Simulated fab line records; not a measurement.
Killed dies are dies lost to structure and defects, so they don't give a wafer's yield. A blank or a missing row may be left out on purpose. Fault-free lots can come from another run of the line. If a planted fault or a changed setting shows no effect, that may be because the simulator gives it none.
One fault seen from 2 desks || flow gf180mcu || every desk sees just its own numbers, and what lay behind them comes last

## THE METROLOGY DESK
What the gauges read, lot by lot, whatever tool the lot ran on: means of the sampled wafers that have a number. Marked OUT: a lot whose mean sits more than 4 standard deviations from the usual mean, which makes it out of limits; the brackets give that distance.
Columns: A = V5_W_RS at GF_V5_RS_MEAS_24, usual 0.329 ohm/sq; B = V5_W_THK at GF_V5_THK_MEAS_25, usual 357 nm
{"lot": "L135", "first seen here": "day 27 21:11", "A": 0.325, "B": 355}
{"lot": "L136", "first seen here": "day 28 06:29", "A": 0.324, "B": 358}
{"lot": "L137", "first seen here": "day 28 13:45", "A": 0.335, "B": 346}
{"lot": "L145", "first seen here": "day 30 23:10", "A": 0.327, "B": 365}
{"lot": "L146", "first seen here": "day 31 08:29", "A": "0.358 (+7.5) OUT", "B": 339}
{"lot": "L148", "first seen here": "day 31 19:00", "A": "0.393 (+16) OUT", "B": "304 (-7.7) OUT"}
{"lot": "L150", "first seen here": "day 32 03:53", "A": 0.329, "B": 354}
{"lot": "L151", "first seen here": "day 32 17:31", "A": 0.332, "B": 352}
{"lot": "L154", "first seen here": "day 33 14:56", "A": 0.330, "B": 354}
{"lot": "L155", "first seen here": "day 33 15:55", "A": 0.330, "B": 354}
This desk's result: L146, L148 out of limits, first on L146 (V5_W_RS at GF_V5_RS_MEAS_24), day 31 08:29. L135, L136, L137, L145, L150, L151, L154, L155 stayed within limits.

## THE TOOL OWNER'S DESK: cvd_w-01
The tool's own readings at GF_V5_CVD_23 (deposits W, target thk 350 nm, time 104.9 s): means of the sampled wafers that have a number, for each lot that ran on this tool. Marked OUT: a lot whose mean sits more than 4 standard deviations from the usual mean, which makes it out of limits; the brackets give that distance.
Columns: A = chamber_pressure_Torr at GF_V5_CVD_23, usual 40.00 Torr; B = heater_power_w at GF_V5_CVD_23, usual 839 W
{"lot": "L135", "first seen here": "day 27 21:04", "A": 39.98, "B": 759}
{"lot": "L136", "first seen here": "day 28 06:21", "A": 39.99, "B": 766}
{"lot": "L145", "first seen here": "day 30 23:02", "A": 40.02, "B": 770}
{"lot": "L146", "first seen here": "day 31 08:22", "A": "34.47 (-63) OUT", "B": 809}
{"lot": "L148", "first seen here": "day 31 18:52", "A": "29.04 (-99 or more) OUT", "B": 774}
This desk finds L146, L148 out of limits, L146 being first, at day 31 08:22 (chamber_pressure_Torr at GF_V5_CVD_23). L135, L136, L145 stayed within limits.

## BROUGHT TOGETHER
On L146, L148, at day 31 08:22, an alarm was possible from the tool owner's desk.
The metrology desk could have raised an alarm at day 31 08:29, on L146, L148.
On cvd_w-01, each named lot ran GF_V5_CVD_23.

## WHAT THE SIMULATOR PUT IN
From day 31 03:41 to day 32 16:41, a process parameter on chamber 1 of cvd_w-01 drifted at GF_V5_CVD_23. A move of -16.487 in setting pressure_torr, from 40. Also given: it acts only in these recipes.
Lots struck among those shown: L146, L148.
Hours from the fault's start to each desk's first reading out of limits: the tool owner's desk, 5; the metrology desk, 5.
